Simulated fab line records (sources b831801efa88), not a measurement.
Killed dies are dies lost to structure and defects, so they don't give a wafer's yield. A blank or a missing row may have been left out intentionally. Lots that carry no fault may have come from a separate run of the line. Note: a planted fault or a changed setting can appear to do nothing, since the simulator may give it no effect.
A single fault, viewed from 2 desks + flow gf180mcu + numbers are kept per desk, each desk with only its own; the story behind them comes last

THE TOOL OWNER'S DESK: rie-metal-01
The tool's own readings at GF_M5_METAL_ETCH_10 (etches the open film in Cl2/BCl3, stops on SiO2, target depth 750.8 nm, time 125.1 s): means of the sampled wafers that have a number, for each lot that ran on this tool. If a lot's mean is further than 4 standard deviations from the usual mean, the lot is out of limits and carries the mark OUT (the distance appears in the brackets).
Columns: A = bcl3-flow-sccm at GF_M5_METAL_ETCH_10, usual 40.04 sccm; B = bias-w at GF_M5_METAL_ETCH_10, usual 140.0 W; C = drypump-motor-current-A at GF_M5_METAL_ETCH_10, usual 5.8 A; D = oes-product-au at GF_M5_METAL_ETCH_10, usual 0.992 a.u.; E = rf-fwd-power-W at GF_M5_METAL_ETCH_10, usual 796.2 W; F = throttle-valve-pct at GF_M5_METAL_ETCH_10, usual 28.228 %
| lot  | first seen here | A     | B     | C   | D               | E               | F                |
|------|-----------------|-------|-------|-----|-----------------|-----------------|------------------|
| L778 | day 28 01:14    | 40.07 | 139.2 | 5.2 | 0.987           | 797.8           | 28.223           |
| L779 | day 28 08:20    | 40.17 | 140.7 | 5.4 | 0.995           | 799.7           | 28.227           |
| L783 | day 29 11:42    | 39.98 | 139.8 | 5.1 | 0.901 (-17) OUT | 671.2 (-52) OUT | 28.330 (+10) OUT |
| L787 | day 30 11:42    | 39.94 | 140.0 | 5.2 | 0.908 (-15) OUT | 669.5 (-53) OUT | 28.331 (+10) OUT |
This desk's finding: out of limits on L783, L787; first on L783, day 29 11:42 (oes-product-au at GF_M5_METAL_ETCH_10). L778, L779 stayed within limits.

THE METROLOGY DESK
Means of the sampled wafers that have a number, per lot and without regard to the tool the lot ran on: this is what the gauges read. If a lot's mean is further than 4 standard deviations from the usual mean, the lot is out of limits and carries the mark OUT (the distance appears in the brackets).
Columns: A = MIM_CVD_05_THK at GF_MIM_THK_MEAS_06, usual 41.8 nm; B = MIM_ALCU_THK at GF_MIM_THK_MEAS_11, usual 198.8 nm
| lot  | first seen here | A    | B     |
|------|-----------------|------|-------|
| L773 | day 24 10:43    | 41.6 | 197.6 |
| L774 | day 24 17:16    | 41.4 | 199.2 |
| L775 | day 25 05:51    | 41.9 | 198.3 |
| L778 | day 26 08:00    | 41.4 | 199.4 |
| L779 | day 26 16:07    | 41.5 | 197.0 |
| L783 | day 27 20:05    | 42.0 | 199.0 |
| L787 | day 28 23:01    | 42.1 | 198.0 |
| L788 | day 29 13:04    | 41.9 | 197.5 |
| L792 | day 30 15:53    | 42.6 | 200.5 |
| L794 | day 31 08:02    | 41.6 | 196.5 |
| L796 | day 31 08:28    | 41.6 | 198.2 |
Finding of this desk: none of the 11 lots has anything out of limits.

TAKEN TOGETHER
The tool owner's desk could have raised an alarm at day 29 11:42, on L783, L787.
At the metrology desk, nothing out of limits was observed.
The metrology desk holds a record of L783, L787, inside its limits.
GF_M5_METAL_ETCH_10 was run on rie-metal-01 by each of the lots named.

WHAT THE SIMULATOR HAD INSERTED
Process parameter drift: rie-metal-01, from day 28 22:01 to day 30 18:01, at GF_M5_METAL_ETCH_10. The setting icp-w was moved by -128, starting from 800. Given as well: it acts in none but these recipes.
Lots struck among those shown: L783, L787.
Time in hours from fault onset to the first out-of-limits reading at each desk: the tool owner's desk, 14.
